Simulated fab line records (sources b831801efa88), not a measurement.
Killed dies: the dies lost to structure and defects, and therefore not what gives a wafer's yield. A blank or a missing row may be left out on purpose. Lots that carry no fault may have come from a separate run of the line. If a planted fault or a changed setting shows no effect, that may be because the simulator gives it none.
What tool caused it?	flow gf180mcu	Sampling: 24 lots, 72 wafers, 6 of 602 route steps

## WHAT THE GAUGES SHOWED, per wafer
GF_M2_OVL_MEAS_15. Usual: M2_OVL typically reads -6 nm, with standard deviation 5.4.
lot	measured	on	M2_OVL (nm)	flag
L074	day 18 15:17	overlay-02	-8 -9 -1	
L075	day 20 01:12	overlay-01	-12 -12 -3	
L076	day 20 17:06	overlay-01	-13 -4 -12	
L077	day 20 18:53	overlay-01	-4 -2 -4	
L078	day 21 10:47	overlay-01	-2 2 -3	
L079	day 21 22:33	overlay-02	-9 1 -10	
L081	day 22 04:31	overlay-01	1 1 -3	
L080	day 22 05:02	overlay-01	-7 -12 -5	
L082	day 22 17:15	overlay-01	1 1 -1	
L083	day 22 20:06	overlay-02	-13 -7 -8	
L084	day 23 14:10	overlay-01	-7 -9 -9	
L085	day 23 22:59	overlay-01	1 -12 -7	
L087	day 24 00:57	overlay-02	-9 -5 -3	
L086	day 24 04:37	overlay-01	-7 -12 -6	
L088	day 24 20:51	overlay-01	-13 -8 -16	
L089	day 25 02:51	overlay-02	-1 -3 1	
L090	day 25 05:41	overlay-02	-16 -12 -13	
L091	day 25 09:33	overlay-01	-10 -6 -11	
L092	day 26 02:40	overlay-01	-9 -2 -4	
L093	day 26 02:59	overlay-01	-16 -13 -7	
L094	day 26 08:03	overlay-01	-5 -9 -7	
L095	day 26 19:04	overlay-02	1 3 3	
L096	day 26 20:55	overlay-01	4 -3 5	
L097	day 27 02:14	overlay-02	-11 -4 0	

GF_M4_THK_MEAS_06: measures by xrf. Usual: M4_ALCU_THK typically reads 449 nm, with standard deviation 6.8.
lot	measured	on	M4_ALCU_THK (nm)	flag
L074	day 21 22:49	film metro-02	446 456 451	
L075	day 23 06:50	film metro-02	465 455 453	
L076	day 23 22:32	film metro-01	449 438 456	
L077	day 23 23:29	film metro-02	449 451 453	
L078	day 24 13:38	film metro-01	447 437 446	
L079	day 25 00:30	film metro-01	434 448 430	
L081	day 25 06:57	film metro-01	439 458 439	
L080	day 25 07:16	film metro-01	446 446 438	
L082	day 25 17:56	film metro-01	447 437 445	
L083	day 25 19:40	film metro-02	452 449 462	
L084	day 26 13:16	film metro-04	447 442 445	
L085	day 26 21:50	film metro-02	452 446 446	
L087	day 27 02:25	film metro-02	449 450 449	
L086	day 27 03:16	film metro-01	447 447 449	
L088	day 27 17:38	film metro-02	450 457 446	
L089	day 28 02:20	film metro-01	444 439 449	
L090	day 28 03:02	film metro-01	448 456 459	
L091	day 28 04:56	film metro-04	449 440 441	
L092	day 28 20:06	film metro-02	453 462 459	
L093	day 28 21:01	film metro-02	448 453 455	
L094	day 29 02:14	film metro-02	449 452 452	
L095	day 29 11:26	film metro-02	437 449 456	
L096	day 29 14:00	film metro-02	449 450 448	
L097	day 29 19:37	film metro-02	453 460 464	

GF_V5_BOW_MEAS_05. Usual: V5_BOW typically reads 137 um, with standard deviation 8.3.
lot	measured	on	V5_BOW (um)	flag
L074	day 26 00:41	film metro-04	133 131 140	
L075	day 27 01:06	film metro-04	126 137 119	
L076	day 27 15:14	film metro-03	150 138 145	
L077	day 27 17:07	film metro-04	130 136 137	
L078	day 28 04:29	film metro-03	143 150 136	
L079	day 28 13:47	film metro-03	132 135 129	
L081	day 28 21:02	film metro-04	144 147 145	
L080	day 28 21:41	film metro-02	147 138 142	
L082	day 29 06:14	film metro-02	139 129 125	
L083	day 29 07:17	film metro-04	149 133 132	
L084	day 30 01:01	film metro-03	126 139 132	
L085	day 30 07:01	film metro-02	134 137 147	
L087	day 30 11:43	film metro-03	138 127 148	
L086	day 30 12:45	film metro-03	144 155 134	
L088	day 31 02:18	film metro-02	139 144 130	
L089	day 32 07:04	film metro-02	137 143 142	
L090	day 32 07:22	film metro-02	139 137 119	
L091	day 32 09:10	film metro-03	145 147 135	
L092	day 32 17:56	film metro-02	138 130 122	
L093	day 32 18:10	film metro-02	135 137 139	
L094	day 32 19:04	film metro-02	127 139 134	
L095	day 32 19:41	film metro-02	130 136 112	
L096	day 32 20:35	film metro-02	130 149 141	
L097	day 33 06:28	film metro-02	136 137 128	

## WHICH TOOL RAN EACH LOT (tool, then ch and the chambers of the sampled wafers, then the start)
lot	GF_V3_CVD_02	GF_V3_CMP_26	GF_M5_STRIP_11
L074	pecvd-03 ch 1,2, day 20 20:25	cmp-02 ch 0,1,3, day 21 22:14	plasma asher-02 ch 0,1, day 25 23:35
L075	pecvd-03 ch 0,1, day 22 05:32	cmp-01 ch 0,1,3, day 23 06:10	plasma asher-04 ch 0,1, day 26 23:56
L076	pecvd-03 ch 0,1,2, day 22 21:03	cmp-01 ch 0,1,2, day 23 21:53	plasma asher-01 ch 0,1, day 27 14:08
L077	pecvd-04 ch 0,1, day 22 22:07	cmp-01 ch 2,3, day 23 22:53	plasma asher-04 ch 0,1, day 27 15:59
L078	pecvd-03 ch 0,1,2, day 23 13:31	cmp-02 ch 0,2,3, day 24 13:03	plasma asher-04 ch 1, day 28 03:20
L079	pecvd-03 ch 0,1,2, day 24 00:04	cmp-02 ch 1,2,3, day 24 23:52	plasma asher-04 ch 0,1, day 28 12:41
L081	pecvd-02 ch 0,1, day 24 05:49	cmp-02 ch 0,1, day 25 06:20	plasma asher-02 ch 0,1, day 28 19:52
L080	pecvd-03 ch 0,1,2, day 24 06:13	cmp-02 ch 0,1,3, day 25 06:35	plasma asher-04 ch 0,1, day 28 20:32
L082	pecvd-02 ch 0,1,2, day 24 17:39	cmp-02 ch 0,3, day 25 17:14	plasma asher-04 ch 0,1, day 29 05:04
L083	pecvd-04 ch 0,1,2, day 24 20:47	cmp-01 ch 0,1, day 25 19:01	plasma asher-01 ch 0,1, day 29 06:11
L084	pecvd-02 ch 0,2, day 25 13:58	cmp-02 ch 2,3, day 26 12:36	plasma asher-02 ch 0,1, day 29 23:55
L085	pecvd-02 ch 0,1, day 25 22:46	cmp-02 ch 0,1,3, day 26 21:11	plasma asher-02 ch 0,1, day 30 05:53
L087	pecvd-04 ch 0,1,2, day 26 03:11	cmp-01 ch 0,2,3, day 27 01:49	plasma asher-01 ch 1, day 30 10:34
L086	pecvd-03 ch 0,1,2, day 26 03:56	cmp-02 ch 2,3, day 27 02:39	plasma asher-04 ch 0,1, day 30 11:37
L088	pecvd-03 ch 1,2, day 26 19:01	cmp-02 ch 0,2,3, day 27 17:05	plasma asher-01 ch 0,1, day 31 01:11
L089	pecvd-02 ch 0,1, day 27 04:01	cmp-01 ch 1,2,3, day 28 01:41	plasma asher-04 ch 0,1, day 31 09:32
L090	pecvd-04 ch 1,2, day 27 04:22	cmp-01 ch 2,3, day 28 02:23	plasma asher-02 ch 0,1, day 31 09:38
L091	pecvd-04 ch 0,1, day 27 07:08	cmp-02 ch 1,2,3, day 28 04:17	plasma asher-01 ch 0,1, day 31 11:29
L092	pecvd-04 ch 0,1,2, day 27 23:09	cmp-02 ch 0,3, day 28 19:26	plasma asher-04 ch 0,1, day 31 21:19
L093	pecvd-02 ch 1,2, day 27 23:22	cmp-02 ch 0,1,2, day 28 20:29	plasma asher-04 ch 0,1, day 31 21:29
L094	pecvd-03 ch 1,2, day 28 04:55	cmp-01 ch 0,2,3, day 29 01:36	plasma asher-01 ch 0,1, day 31 22:47
L095	pecvd-03 ch 1,2, day 28 14:13	cmp-02 ch 1,2, day 29 10:47	plasma asher-04 ch 0, day 32 01:56
L096	pecvd-04 ch 0,2, day 28 16:04	cmp-02 ch 0,1,2, day 29 13:27	plasma asher-04 ch 0,1, day 32 02:26
L097	pecvd-04 ch 0,1,2, day 28 21:52	cmp-02 ch 0,2,3, day 29 19:02	plasma asher-04 ch 0,1, day 32 23:23
- GF_V3_CVD_02: deposits SiO2 from TEOS, target thk 850 nm, time 94.851 s.
- GF_V3_CMP_26: polishes, stops on SiO2, t overpolish 15 s, target thk 0 nm.
- GF_M5_STRIP_11: strips in O2/N2.

## WHAT THE TOOLS THEMSELVES READ (means of the sampled wafers that have a number; where no wafer has one, the mark that the record gives instead)
GF_V3_CVD_02. Usual: heater power w 679 W, standard deviation 110.
lot	tool	heater power w (W)	flag
L074	pecvd-03	674	
L075	pecvd-03	711	
L076	pecvd-03	697	
L077	pecvd-04	724	
L078	pecvd-03	747	
L079	pecvd-03	696	
L081	pecvd-02	564	
L080	pecvd-03	731	
L082	pecvd-02	533	
L083	pecvd-04	697	
L084	pecvd-02	599	
L085	pecvd-02	564	
L087	pecvd-04	658	
L086	pecvd-03	776	
L088	pecvd-03	685	
L089	pecvd-02	551	
L090	pecvd-04	623	
L091	pecvd-04	694	
L092	pecvd-04	681	
L093	pecvd-02	572	
L094	pecvd-03	671	
L095	pecvd-03	650	
L096	pecvd-04	702	
L097	pecvd-04	671	

GF_V3_CMP_26. Usual: motor current A 10.8 A, standard deviation 0.92; overpolish run s 15.000 s, standard deviation 0.0086; time to endpoint s 88 s, standard deviation 3.1.
lot	tool	motor current A (A)	overpolish run s (s)	time to endpoint s (s)	flag
L074	cmp-02	11.3	14.997	83	
L075	cmp-01	10.6	15.003	86	
L076	cmp-01	9.9	15.007	88	
L077	cmp-01	10.6	15.007	86	
L078	cmp-02	10.4	15.003	87	
L079	cmp-02	11.2	15.004	88	
L081	cmp-02	12.0	14.997	85	
L080	cmp-02	10.9	15.014	87	
L082	cmp-02	10.7	15.003	92	
L083	cmp-01	9.8	15.001	84	
L084	cmp-02	10.9	15.005	88	
L085	cmp-02	11.5	14.993	87	
L087	cmp-01	10.5	14.995	93	
L086	cmp-02	10.0	15.000	91	
L088	cmp-02	10.9	14.991	87	
L089	cmp-01	10.7	14.989	88	
L090	cmp-01	11.0	14.998	89	
L091	cmp-02	11.4	14.995	89	
L092	cmp-02	10.2	15.000	92	
L093	cmp-02	11.5	15.003	88	
L094	cmp-01	10.7	14.995	88	
L095	cmp-02	11.5	14.997	87	
L096	cmp-02	11.2	14.999	89	
L097	cmp-02	10.8	14.999	88	

GF_M5_STRIP_11. Usual: drypump motor current A 5.9 A, standard deviation 0.46; heater power w 352 W, standard deviation 32; oes product au 0.525 a.u., standard deviation 0.005; strip time to endpoint s 7.07 s, standard deviation 0.064.
lot	tool	drypump motor current A (A)	heater power w (W)	oes product au (a.u.)	strip time to endpoint s (s)	flag
L074	plasma asher-02	5.7	355	0.524	7.08	
L075	plasma asher-04	5.7	350	0.527	7.09	
L076	plasma asher-01	6.3	333	0.520	6.99	
L077	plasma asher-04	6.1	374	0.519	7.03	
L078	plasma asher-04	6.4	392	0.525	7.09	
L079	plasma asher-04	5.7	350	0.526	7.09	
L081	plasma asher-02	5.7	358	0.525	7.07	
L080	plasma asher-04	6.1	380	0.532	7.13	
L082	plasma asher-04	5.7	355	0.528	7.10	
L083	plasma asher-01	6.3	341	0.521	7.03	
L084	plasma asher-02	5.7	339	0.522	7.04	
L085	plasma asher-02	5.7	340	0.526	7.10	
L087	plasma asher-01	6.2	321	0.530	7.17	
L086	plasma asher-04	6.1	372	0.523	7.07	
L088	plasma asher-01	6.3	338	0.526	7.12	
L089	plasma asher-04	6.0	368	0.530	7.08	
L090	plasma asher-02	5.7	362	0.518	7.05	
L091	plasma asher-01	6.3	328	0.524	7.05	
L092	plasma asher-04	6.0	370	0.528	7.14	
L093	plasma asher-04	5.7	349	0.521	7.07	
L094	plasma asher-01	6.3	324	0.523	7.00	
L095	plasma asher-04	5.3	331	0.521	6.99	
L096	plasma asher-04	5.7	353	0.521	7.03	
L097	plasma asher-04	6.1	375	0.526	7.05	

## THE ANSWER, worked out from the rows above alone
Rule: a lot counts as off when the mean over its wafers that have a number is more than 3 standard deviations away from the usual mean. A lot without any number at a reading at which 4 lots or more have one is off too. All remaining lots with rows at the step are treated as sound. First the gauges in route order, then the tools' own readings, where a lot's mean is used as printed above. The first step at which some lot is off is used, and at that step the reading that is off furthest; a lot without a number counts as furthest.
No lot is off on any of the readings shown, so nothing can be concluded from this.

## WHAT HAD BEEN PUT IN BY THE SIMULATOR
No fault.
